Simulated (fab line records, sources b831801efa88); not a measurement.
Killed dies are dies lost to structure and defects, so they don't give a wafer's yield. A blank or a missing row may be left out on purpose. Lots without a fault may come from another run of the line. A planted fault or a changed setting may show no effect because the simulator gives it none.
Which tool did it? | flow gf180mcu | 6 lots, 18 wafers sampled, at 1 step of a route of 602

WHAT THE GAUGES READ, wafer by wafer
GF_V5_THK_MEAS_01.
lot  | measured     | on            | V5_CVD_00_THK (nm)
L275 | day 27 12:43 | film_metro-03 | 300 299 299
L277 | day 28 10:43 | film_metro-03 | 299 298 297
L278 | day 29 02:46 | film_metro-02 | 298 298 299
L290 | day 31 21:35 | film_metro-02 | 299 298 298
L292 | day 32 09:38 | film_metro-02 | 300 296 300
L295 | day 33 01:20 | film_metro-04 | 300 297 301

WHICH TOOL RAN EACH LOT (tool, then ch and the chambers of the sampled wafers, then the start)
The record holds no process step before these readings.

THE ANSWER, worked out from the rows above alone
Rule: what is usual is taken from the lots themselves. Put in order of their means at a reading, lots are off if they are a third of the lots or fewer, leave a main group of 4 or more, and stand apart from it by a gap of 3 or more times the standard deviation of the main group's means; of several such gaps the widest counts. A main group whose means are all the same, to the digits that the tables above print for the reading, isn't used. A lot without any number at a reading at which 4 lots or more have one is off too. The other lots that the step has rows for count as sound.
No lot is off at any reading shown: from this, nothing can be told.

WHAT THE SIMULATOR HAD PUT IN
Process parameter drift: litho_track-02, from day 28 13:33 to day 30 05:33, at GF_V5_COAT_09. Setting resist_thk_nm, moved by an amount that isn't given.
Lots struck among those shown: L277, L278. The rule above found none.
